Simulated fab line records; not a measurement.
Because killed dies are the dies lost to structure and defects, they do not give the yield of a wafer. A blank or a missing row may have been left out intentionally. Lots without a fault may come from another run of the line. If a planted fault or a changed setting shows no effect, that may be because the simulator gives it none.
Chamber matching || flow sky130 || SKY_FIELD_ISO_CMP_27 on cmp-02: 4 sister chambers
The step polishes, stops on Si3N4, t overpolish 16 s, target thk 457.8 nm. 4 wafers are shown with their chamber, then 8 later ones without.

== WAFERS, EACH WITH ITS CHAMBER ==
{"wafer": "L799.4", "chamber": 3, "motor_current_A (A)": 13.1}
{"wafer": "L800.2", "chamber": 2, "motor_current_A (A)": 12.3}
{"wafer": "L800.6", "chamber": 0, "motor_current_A (A)": 13.0}
{"wafer": "L802.3", "chamber": 1, "motor_current_A (A)": 11.9}

== WAFERS WITH NO CHAMBER GIVEN ==
{"wafer": "L802.4", "motor_current_A (A)": 12.1}
{"wafer": "L802.5", "motor_current_A (A)": 12.1}
{"wafer": "L803.1", "motor_current_A (A)": 13.1}
{"wafer": "L803.4", "motor_current_A (A)": 11.1}
{"wafer": "L803.6", "motor_current_A (A)": 12.5}
{"wafer": "L806.1", "motor_current_A (A)": 13.6}
{"wafer": "L806.4", "motor_current_A (A)": 11.5}
{"wafer": "L806.6", "motor_current_A (A)": 12.3}

== THE CHAMBER EACH PASSED THROUGH ==
{"wafer": "L802.4", "from the rows above": "can't be placed: 1 or 2 or 0", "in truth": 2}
{"wafer": "L802.5", "from the rows above": "can't be placed: 1 or 2 or 0", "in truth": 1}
{"wafer": "L803.1", "from the rows above": "can't be placed: 3 or 0", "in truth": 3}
{"wafer": "L803.4", "from the rows above": "can't be placed: 1 or 2", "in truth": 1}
{"wafer": "L803.6", "from the rows above": "can't be placed: 2 or 0 or 1 or 3", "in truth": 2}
{"wafer": "L806.1", "from the rows above": "can't be placed: 3 or 0", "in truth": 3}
{"wafer": "L806.4", "from the rows above": "can't be placed: 1 or 2", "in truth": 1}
{"wafer": "L806.6", "from the rows above": "can't be placed: 2 or 1 or 0", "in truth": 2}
Placed correctly: 0 of 8. Unplaceable from these rows: 8, with the true chamber sitting among the candidates in 8. 0 placed wrongly.
How it was worked out, from the rows above alone: a wafer's distance from a chamber is the root of the sum, over the readings, of the square of ((its reading less the chamber's mean) divided by the reading's scatter). The wafer belongs to the nearest chamber; if the next one is less than 2 further off, it can't be placed. The mean given for a chamber averages the wafers shown for that chamber. The scatter: with one shown wafer a chamber, the root of the mean of the squares of how far each hidden wafer lies from its nearest shown one.
